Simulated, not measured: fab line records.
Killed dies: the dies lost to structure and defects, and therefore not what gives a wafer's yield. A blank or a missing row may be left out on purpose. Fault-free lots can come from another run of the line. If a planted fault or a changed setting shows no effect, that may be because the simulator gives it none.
Struck lot and sound lot, side by side -- flow sky130 -- 17 steps out of a route of 708
Sound: the wafers L157.1, L157.2, L157.4. The struck wafers were L171.3, L171.4. At the end, the cause is stated.
Per side, at each step with rows, come the tool, then ch with its chambers, and then its first start. Under that, the readings that differ: sound wafers -- struck wafers -- difference of the means -- sigmas: that difference in standard deviations of wafers without a fault.
alike: same words and numbers on both sides, and readings whose means sit less than 2 such deviations apart. not compared: any withheld reading, any reading some wafer has no value for, any bound like >300 that may hide the same value, and any number with overlapping values for which the record gives no deviation.
The two part at a step that has a row with sigmas, a row that says differs or no value, or rows on one side only. Numbers that have no deviation but don't overlap get no sigmas and don't part them. A reading missing from all wafers of one side parts the sides only when that side holds two or more wafers.

first, 2 steps without rows for these wafers: SKY_LOCAL_INTERCONNECT_PEB_09; SKY_LOCAL_INTERCONNECT_DEVELOP_10 (develop time 60 s).
SKY_LOCAL_INTERCONNECT_CD_MEAS_11: target cd 170 nm.
  struck on cd_sem-01, day 36 08:08; sound on cd_sem-02, day 31 21:41
  alike: cd_nm
SKY_LOCAL_INTERCONNECT_OVL_MEAS_12:
  struck on overlay-01, day 36 08:14; sound on overlay-02, day 31 21:48
  alike: LOCAL_INTERCONNECT_OVL
SKY_LOCAL_INTERCONNECT_ETCH_13: etches BARC in N2/H2, stops on SiO2, time 45.9 s, target depth 60 nm.
  sound on rie_metal-02 ch 0,1, day 31 21:50; struck on rie_metal-02 ch 1, day 36 08:18
  alike: drypump_motor_current_A, oes_product_au, throttle_valve_pct
  not compared: rf_hours_counter_h
SKY_LOCAL_INTERCONNECT_METAL_ETCH_14: etches TiN in Cl2/BCl3, stops on PSG, target depth 110 nm, time 31.4 s.
  sound on rie_metal-02 ch 0,1, day 31 21:54; struck on rie_metal-02 ch 1, day 36 08:25
  alike: drypump_motor_current_A, oes_product_au, throttle_valve_pct
  not compared: rf_hours_counter_h
SKY_LOCAL_INTERCONNECT_STRIP_15: strips in O2/N2.
  sound on plasma_asher-02 ch 0,1, day 31 21:57; struck on plasma_asher-04 ch 0,1, day 36 08:31
  alike: drypump_motor_current_A, oes_product_au, strip_time_to_endpoint_s
  not compared: rf_hours_counter_h
then, 3 steps without rows for these wafers: SKY_LOCAL_INTERCONNECT_STRIP_16 (strips in post etch residue remover, time 1200 s); SKY_LOCAL_INTERCONNECT_CLEAN_17 (cleans in IPA, time 180 s); SKY_LOCAL_INTERCONNECT_CLEAN_18 (cleans in O3/DIW).
SKY_CONTACT_CVD_00: deposits Si3N4, target thk 75 nm.
  sound on pecvd-03 ch 1,2, day 31 22:59; struck on pecvd-03 ch 1,2, day 36 09:07
  alike: heater_power_w
SKY_CONTACT_THK_MEAS_01:
  struck on film_metro-01, day 36 09:10; sound on film_metro-01, day 31 23:02
  alike: CONTACT_CVD_00_THK
SKY_CONTACT_HDPCVD_02: deposits SiO2, target thk 565 nm, time 94.2 s.
  sound on hdpcvd-02 ch 1,2, day 31 23:05; struck on hdpcvd-01 ch 0,2, day 36 09:12
reading,sound,struck,difference,sigmas
model.SiO2_of_CONTACT_HDPCVD_02.thk_nm (nm),568.2 565.5 574.3,850.7 852.5,+282.3,
SKY_CONTACT_THK_MEAS_03:
  struck on film_metro-02, day 36 09:17; sound on film_metro-04, day 31 23:10
reading,sound,struck,difference,sigmas
CONTACT_HDPCVD_THK (nm),568 565 575,852 853,+283,+48
SKY_CONTACT_CMP_04: polishes SiO2.
  sound on cmp-01 ch 0,1,3, day 31 23:13; struck on cmp-01 ch 0,2, day 36 09:23
reading,sound,struck,difference,sigmas
time_to_endpoint_s (s),82 85 91,193 195,+108,+22
  alike: motor_current_A
SKY_CONTACT_BOW_MEAS_05:
  struck on film_metro-01, day 36 09:40; sound on film_metro-04, day 31 23:32
  alike: CONTACT_BOW
SKY_PAD_OPEN_PROBE_99:
  the record holds rows for the sound wafers here (prober-02, day 47 02:22) but none for the struck ones

## WHERE THEY PART
Last at SKY_PAD_OPEN_PROBE_99 as far as this record goes, first at SKY_CONTACT_THK_MEAS_03.

WHY: whatever the simulator had introduced
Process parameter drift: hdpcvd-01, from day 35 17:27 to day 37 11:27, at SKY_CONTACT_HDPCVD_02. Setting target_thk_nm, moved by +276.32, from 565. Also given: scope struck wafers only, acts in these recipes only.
